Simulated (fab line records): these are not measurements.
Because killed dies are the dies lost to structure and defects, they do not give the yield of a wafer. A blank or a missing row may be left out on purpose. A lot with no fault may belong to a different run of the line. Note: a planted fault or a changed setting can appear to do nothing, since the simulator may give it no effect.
Matching of chambers    flow sky130    3 sister chambers for SKY_VIA1_HDPCVD_00 on hdpcvd-01
The step deposits SiO2, target thk 1030 nm, time 171.7 s. 14 wafers are shown with their chamber, then 7 later ones without.

== WAFERS PAIRED WITH THEIR CHAMBERS ==
wafer   chamber  susceptorTempC (C)
L693.2  1        400.06
L693.5  2        399.75
L693.6  0        399.73
L694.1  2        400.16
L694.2  1        400.01
L694.6  0        400.09
L695.3  0        399.79
L695.4  0        399.91
L695.6  1        400.27
L704.1  2        399.57
L704.5  2        399.60
L704.6  0        399.95
L705.1  1        400.07
L705.3  2        399.90

SIGNATURES (averages over the wafers above)
reading         chamber 0  chamber 1  chamber 2  scatter within a chamber
susceptorTempC  399.8940   400.1025   399.7960   0.179
Rule: a wafer's distance from a chamber is the root of the sum, over the readings, of the square of ((its reading less the chamber's mean) divided by the reading's scatter). If the next closest chamber is less than 2 further off than the closest, the wafer can't be placed; otherwise it belongs to the closest. How the scatter is found: for the shown wafers, subtract from each reading the mean of its chamber, square and add these, divide the total by (wafers less chambers), then take the root.

== WAFERS MISSING THEIR CHAMBER ==
wafer   susceptorTempC (C)
L705.6  400.05
L709.1  400.01
L709.2  399.94
L709.6  400.14
L711.2  400.34
L711.5  400.30
L711.6  399.89

== WHICH CHAMBER EACH WENT THROUGH ==
wafer   from the rows above           in truth
L705.6  can't be placed: 1 or 0 or 2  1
L709.1  can't be placed: 1 or 0 or 2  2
L709.2  can't be placed: 0 or 2 or 1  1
L709.6  can't be placed: 1 or 0 or 2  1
L711.2  can't be placed: 1 or 0 or 2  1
L711.5  can't be placed: 1 or 0 or 2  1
L711.6  can't be placed: 0 or 2 or 1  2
0 of 7 placed correctly. Can't be placed from these rows: 7 (the true chamber is among the candidates in 7). Wrongly placed: 0.
